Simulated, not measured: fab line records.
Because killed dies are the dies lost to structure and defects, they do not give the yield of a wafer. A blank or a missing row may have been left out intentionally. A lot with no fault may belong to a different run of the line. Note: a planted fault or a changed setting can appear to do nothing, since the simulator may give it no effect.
fab line records -- flow sky130
record lots=13, wafers=39, last_day=50
route steps=708 shown FIELD_ISO@5 NWELL@34 PWDE@49
lots with no fault: from the same line, run without faults
start_h: hours from the record's first day to the start of the lot's first wafer shown -- wait_h: hours since the lot's step before -- " identical to the entry in the row above -- L1.1+2: one row covering several wafers at once -- - no value, or no start was given -- * or withheld: withheld -- < > ~ a bound
route shown NAME@n: names a module that has steps shown in the file, with the first one's number in the route -- usual: mean/standard deviation taken from wafers without a fault -- same: alike in all rows -- chamber/n: place in a boat -- sites: each site's reading -- _std_site: their standard deviation -- _edge_site: mean of outer sites minus mean of inner sites -- radius_mm: for every site, how far away it sits from the centre of the wafer -- mask NAME#n: copy n -- behind: tool/chamber where the wafer was last shaped -- hold: reason for holding the lot/hours on hold/outcome of the hold -- device: whichever transistor did not switch (one of n, p or np) -- end of line: the route-end tests of the same wafers -- a step given without rows: its recipe and nothing more -- killed: dies lost to structure and defects at the first sort, not the wafer's yield -- map: a wafer's dies, x killed, . not, _ none there
set.NAME: the setting that was run; set.NAME@STEP: the one run at that earlier step -- model.NAME: the simulator's own value behind a step, which no gauge read
one table for each step of the route and one row for each wafer, over a sample of lots
services: the hour from which a tool's chamber was out of use, counted from the record's first day as start_h (under 0 if before that day), plus the number of hours and why
## steps
# step SKY_FIELD_ISO_THK_MEAS_04
# recipe reads=Si3N4_of_FIELD_ISO_CVD_03
# usual FIELD_ISO_CVD_03_THK=165.2/1.4
lot.wafer,tool,chamber,start_h,wait_h,FIELD_ISO_CVD_03_THK[nm]
L194.2,film_metro-03,-,18.64,0.0,166.9
L194.3,film_metro-03,-,18.64,0.0,166.9
L194.6,film_metro-03,-,18.64,0.0,166.3
L196.1,film_metro-03,-,28.48,0.0,167.1
L196.3,film_metro-03,-,28.48,0.0,166.9
L196.4,film_metro-03,-,28.48,0.0,166.8
L198.2,film_metro-02,-,40.89,0.0,166.2
L198.4,film_metro-02,-,40.89,0.0,165.3
L198.5,film_metro-02,-,40.89,0.0,165.6
L199.1,film_metro-02,-,43.48,0.0,164.3
L199.3,film_metro-02,-,43.48,0.0,163.8
L199.6,film_metro-02,-,43.48,0.0,163.8
L201.1,film_metro-03,-,56.33,0.0,163.8
L201.4,film_metro-03,-,56.33,0.0,164.6
L201.6,film_metro-03,-,56.33,0.0,164.8
L204.1,film_metro-03,-,68.82,0.0,165.0
L204.2,film_metro-03,-,68.82,0.0,164.9
L204.4,film_metro-03,-,68.82,0.0,164.6
L205.1,film_metro-02,-,75.82,0.0,165.5
L205.2,film_metro-02,-,75.82,0.0,163.9
L205.3,film_metro-02,-,75.82,0.0,164.2
L206.1,film_metro-02,-,80.01,0.0,165.9
L206.3,film_metro-02,-,80.01,0.0,165.6
L206.5,film_metro-02,-,80.01,0.0,164.9
L207.3,film_metro-04,-,85.43,0.0,165.0
L207.4,film_metro-04,-,85.43,0.0,166.4
L207.6,film_metro-04,-,85.43,0.0,164.7
L209.1,film_metro-04,-,94.98,0.0,163.6
L209.2,film_metro-04,-,94.98,0.0,163.1
L209.3,film_metro-04,-,94.98,0.0,164.5
L210.1,film_metro-02,-,98.48,0.0,166.0
L210.5,film_metro-02,-,98.48,0.0,165.1
L210.6,film_metro-02,-,98.48,0.0,165.4
L212.1,film_metro-02,-,114.10,0.0,164.5
L212.5,film_metro-02,-,114.10,0.0,165.5
L212.6,film_metro-02,-,114.10,0.0,163.5
L216.1,film_metro-03,-,133.01,0.0,162.3
L216.3,film_metro-03,-,133.01,0.0,162.4
L216.6,film_metro-03,-,133.01,0.0,162.1
# step SKY_NWELL_THK_MEAS_02
# recipe reads=SiO2_of_NWELL_OXIDATION_01
# usual NWELL_OXIDATION_THK=9.90/0.15
lot.wafer,tool,chamber,start_h,wait_h,NWELL_OXIDATION_THK[nm]
L194.2,film_metro-04,-,41.16,0.0,9.92
L194.3,film_metro-04,-,41.16,0.0,10.02
L194.6,film_metro-04,-,41.16,0.0,9.97
L196.1,film_metro-01,-,51.79,0.0,9.89
L196.3,film_metro-01,-,51.79,0.0,9.92
L196.4,film_metro-01,-,51.79,0.0,10.05
L198.2,film_metro-01,-,62.92,0.0,9.93
L198.4,film_metro-01,-,62.92,0.0,9.73
L198.5,film_metro-01,-,62.92,0.0,9.90
L199.1,film_metro-04,-,68.03,0.0,9.68
L199.3,film_metro-04,-,68.03,0.0,9.60
L199.6,film_metro-04,-,68.03,0.0,9.83
L201.1,film_metro-04,-,83.12,0.0,10.15
L201.4,film_metro-04,-,83.12,0.0,10.05
L201.6,film_metro-04,-,83.12,0.0,10.02
L204.1,film_metro-04,-,94.08,0.0,9.92
L204.2,film_metro-04,-,94.08,0.0,9.85
L204.4,film_metro-04,-,94.08,0.0,9.75
L205.1,film_metro-04,-,98.69,0.0,9.93
L205.2,film_metro-04,-,98.69,0.0,9.86
L205.3,film_metro-04,-,98.69,0.0,9.84
L206.1,film_metro-02,-,115.63,0.0,9.74
L206.3,film_metro-02,-,115.63,0.0,9.80
L206.5,film_metro-02,-,115.63,0.0,9.78
L207.3,film_metro-02,-,129.67,0.0,10.03
L207.4,film_metro-02,-,129.67,0.0,9.99
L207.6,film_metro-02,-,129.67,0.0,10.07
L209.1,film_metro-01,-,140.75,0.0,9.76
L209.2,film_metro-01,-,140.75,0.0,9.77
L209.3,film_metro-01,-,140.75,0.0,9.78
L210.1,film_metro-02,-,140.75,0.0,9.73
L210.5,film_metro-02,-,140.75,0.0,9.72
L210.6,film_metro-02,-,140.75,0.0,9.54
L212.1,film_metro-02,-,149.11,0.0,9.72
L212.5,film_metro-02,-,149.11,0.0,9.70
L212.6,film_metro-02,-,149.11,0.0,9.75
L216.1,film_metro-02,-,172.98,0.0,9.93
L216.3,film_metro-02,-,172.98,0.0,10.11
L216.6,film_metro-02,-,172.98,0.0,10.14
# step SKY_PWDE_EXPOSE_04
# recipe mask_id=PWDEM, na=0.6, source_shape=conventional, sigma_outer=0.6, polarization=unpolarized, target_cd_nm=840, dose_mj=214
lot.wafer,tool,chamber,start_h,wait_h,mask
L194.2+3+6,iline_stepper-01,0,65.58,-,PWDEM#0
L196.1+3+4,iline_stepper-02,0,75.14,-,PWDEM#0
L198.2+4+5,iline_stepper-01,0,87.45,-,PWDEM#0
L199.1+3+6,iline_stepper-01,0,93.28,-,PWDEM#0
L201.1+4+6,iline_stepper-01,0,108.78,-,PWDEM#0
L204.1+2+4,iline_stepper-02,0,120.76,-,PWDEM#0
L205.1+2+3,iline_stepper-01,0,125.06,-,PWDEM#0
L206.1+3+5,iline_stepper-02,0,141.81,-,PWDEM#0
L207.3+4+6,iline_stepper-02,0,157.09,-,NWM#0
L209.1+2+3,iline_stepper-02,0,169.02,-,PWDEM#0
L210.1+5+6,iline_stepper-01,0,169.27,-,PWDEM#0
L212.1+5+6,iline_stepper-02,0,177.58,-,PWDEM#0
L216.1+3+6,iline_stepper-01,0,202.74,-,PWDEM#0
# step SKY_PWDE_OVL_MEAS_07
# usual PWDE_OVL=-0.5/1.5
lot.wafer,tool,chamber,start_h,wait_h,PWDE_OVL[nm]
L194.2,overlay-01,-,73.44,-,-0.1
L194.3,overlay-01,-,73.44,-,-0.2
L194.6,overlay-01,-,73.44,-,0.7
L196.1,overlay-02,-,83.23,-,-2.4
L196.3,overlay-02,-,83.23,-,-2.9
L196.4,overlay-02,-,83.23,-,-1.2
L198.2,overlay-02,-,95.64,-,0.9
L198.4,overlay-02,-,95.64,-,1.7
L198.5,overlay-02,-,95.64,-,2.4
L199.1,overlay-01,-,101.87,-,0.7
L199.3,overlay-01,-,101.87,-,0.9
L199.6,overlay-01,-,101.87,-,0.4
L201.1,overlay-01,-,117.73,-,0.6
L201.4,overlay-01,-,117.73,-,-1.8
L201.6,overlay-01,-,117.73,-,-1.0
L204.1,overlay-01,-,129.54,-,-1.7
L204.2,overlay-01,-,129.54,-,-1.3
L204.4,overlay-01,-,129.54,-,-1.2
L205.1,overlay-01,-,133.09,-,-0.4
L205.2,overlay-01,-,133.09,-,-1.1
L205.3,overlay-01,-,133.09,-,-0.2
L206.1,overlay-02,-,150.43,-,0.8
L206.3,overlay-02,-,150.43,-,0.3
L206.5,overlay-02,-,150.43,-,1.5
L207.3,overlay-01,-,165.69,-,-
L207.4,overlay-01,-,165.69,-,-
L207.6,overlay-01,-,165.69,-,-
L209.1,overlay-01,-,178.42,-,-0.4
L209.2,overlay-01,-,178.42,-,-0.8
L209.3,overlay-01,-,178.42,-,-1.3
L210.1,overlay-01,-,178.77,-,-1.2
L210.5,overlay-01,-,178.77,-,-0.3
L210.6,overlay-01,-,178.77,-,1.3
L212.1,overlay-02,-,187.33,-,-1.0
L212.5,overlay-02,-,187.33,-,-0.7
L212.6,overlay-02,-,187.33,-,-2.0
L216.1,overlay-01,-,212.82,-,-2.1
L216.3,overlay-01,-,212.82,-,-0.6
L216.6,overlay-01,-,212.82,-,-0.9
# step SKY_PWDE_TW_MEAS_10
# usual PWDE_TW=372.3/2.7
lot.wafer,tool,chamber,start_h,wait_h,PWDE_TW
L194.2,film_metro-04,-,73.73,0.1,370.4
L194.3,film_metro-04,-,73.73,0.1,373.2
L194.6,film_metro-04,-,73.73,0.1,372.5
L196.1,film_metro-04,-,83.52,0.1,371.7
L196.3,film_metro-04,-,83.52,0.1,368.3
L196.4,film_metro-04,-,83.52,0.1,372.6
L198.2,film_metro-04,-,95.93,0.1,370.4
L198.4,film_metro-04,-,95.93,0.1,371.8
L198.5,film_metro-04,-,95.93,0.1,369.8
L199.1,film_metro-04,-,102.16,0.1,371.4
L199.3,film_metro-04,-,102.16,0.1,369.8
L199.6,film_metro-04,-,102.16,0.1,371.1
L201.1,film_metro-02,-,118.02,0.1,372.2
L201.4,film_metro-02,-,118.02,0.1,371.6
L201.6,film_metro-02,-,118.02,0.1,369.7
L204.1,film_metro-01,-,129.82,0.1,375.9
L204.2,film_metro-01,-,129.82,0.1,375.6
L204.4,film_metro-01,-,129.82,0.1,375.2
L205.1,film_metro-01,-,133.37,0.1,379.6
L205.2,film_metro-01,-,133.37,0.1,376.4
L205.3,film_metro-01,-,133.37,0.1,377.7
L206.1,film_metro-01,-,150.72,0.1,373.2
L206.3,film_metro-01,-,150.72,0.1,373.4
L206.5,film_metro-01,-,150.72,0.1,372.5
L207.3,film_metro-02,-,166.20,0.1,29.7
L207.4,film_metro-02,-,166.20,0.1,29.9
L207.6,film_metro-02,-,166.20,0.1,29.7
L209.1,film_metro-04,-,178.71,0.1,369.8
L209.2,film_metro-04,-,178.71,0.1,371.8
L209.3,film_metro-04,-,178.71,0.1,372.0
L210.1,film_metro-04,-,179.06,0.1,371.3
L210.5,film_metro-04,-,179.06,0.1,373.0
L210.6,film_metro-04,-,179.06,0.1,373.6
L212.1,film_metro-01,-,187.62,0.1,377.4
L212.5,film_metro-01,-,187.62,0.1,375.3
L212.6,film_metro-01,-,187.62,0.1,378.5
L216.1,film_metro-02,-,213.11,0.1,372.8
L216.3,film_metro-02,-,213.11,0.1,372.6
L216.6,film_metro-02,-,213.11,0.1,372.3
# step SKY_NWELL_RS_MEAS_31
# recipe thk_meas_gauge=four-point-probe
# usual PWDE_RS=5280/18
lot.wafer,tool,chamber,start_h,wait_h,PWDE_RS[ohm/sq]
L194.2,film_metro-02,-,108.48,0.1,5271
L194.3,film_metro-02,-,108.48,0.1,5270
L194.6,film_metro-02,-,108.48,0.1,5266
L196.1,film_metro-01,-,118.76,0.1,5286
L196.3,film_metro-01,-,118.76,0.1,5288
L196.4,film_metro-01,-,118.76,0.1,5279
L198.2,film_metro-04,-,130.94,0.1,5264
L198.4,film_metro-04,-,130.94,0.1,5267
L198.5,film_metro-04,-,130.94,0.1,5270
L199.1,film_metro-01,-,137.88,0.1,5287
L199.3,film_metro-01,-,137.88,0.1,5279
L199.6,film_metro-01,-,137.88,0.1,5281
L201.1,film_metro-04,-,154.56,0.1,5251
L201.4,film_metro-04,-,154.56,0.1,5227
L201.6,film_metro-04,-,154.56,0.1,5269
L204.1,film_metro-01,-,166.49,0.1,5265
L204.2,film_metro-01,-,166.49,0.1,5263
L204.4,film_metro-01,-,166.49,0.1,5267
L205.1,film_metro-02,-,171.07,0.1,5284
L205.2,film_metro-02,-,171.07,0.1,5284
L205.3,film_metro-02,-,171.07,0.1,5274
L206.1,film_metro-02,-,190.48,0.1,5262
L206.3,film_metro-02,-,190.48,0.1,5272
L206.5,film_metro-02,-,190.48,0.1,5286
L207.3,film_metro-04,-,207.56,0.1,5309
L207.4,film_metro-04,-,207.56,0.1,5295
L207.6,film_metro-04,-,207.56,0.1,5280
L209.1,film_metro-04,-,221.44,0.1,5262
L209.2,film_metro-04,-,221.44,0.1,5272
L209.3,film_metro-04,-,221.44,0.1,5268
L210.1,film_metro-02,-,222.08,0.1,5299
L210.5,film_metro-02,-,222.08,0.1,5316
L210.6,film_metro-02,-,222.08,0.1,5322
L212.1,film_metro-01,-,232.31,0.1,5261
L212.5,film_metro-01,-,232.31,0.1,5268
L212.6,film_metro-01,-,232.31,0.1,5255
L216.1,film_metro-01,-,259.73,0.1,5280
L216.3,film_metro-01,-,259.73,0.1,5287
L216.6,film_metro-01,-,259.73,0.1,5283
## services
tool,chamber,start_h,hours,kind
iline_stepper-02,-,44.12,2.1,pm
iline_stepper-02,-,46.20,-,consumable_replace:lamp
iline_stepper-02,-,111.05,1.7,pm
iline_stepper-02,-,138.11,1.6,repair
iline_stepper-02,-,142.89,5.6,repair
iline_stepper-01,-,179.33,1.7,pm
## key
first_sign step=SKY_PWDE_EXPOSE_04, reading=mask, direction=changed
effect step=SKY_PWDE_OVL_MEAS_07, reading=PWDE_OVL, direction=missing
effect step=SKY_PWDE_TW_MEAS_10, reading=PWDE_TW, direction=down, sigmas=99+, usual=372.3, struck=29.8
met_at SKY_PWDE_EXPOSE_04
struck_lots L207
sort_left_out L207.3,L207.4,L207.6
tester_left_out L207
not_acting_at SKY_FIELD_ISO_THK_MEAS_04,SKY_NWELL_THK_MEAS_02,SKY_NWELL_RS_MEAS_31
onset_between 141.81 157.09
fault kind=wrong_mask, tool=any, chamber=-, onset_h=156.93, steps=SKY_PWDE_EXPOSE_04, aux_copy=NWM#0, scope=struck_lots_only
# tester_left_out: of these lots the tester's yield and bins aren't shown, on N5 and GAA mostly nor the transistor test; their killed dies are dies lost to structure and defects alone, not to doping, threshold or leakage, so they don't give the yield
# sort_left_out: the simulated sort isn't trusted on such a fault, so these wafers' sort isn't shown, and their yield isn't known
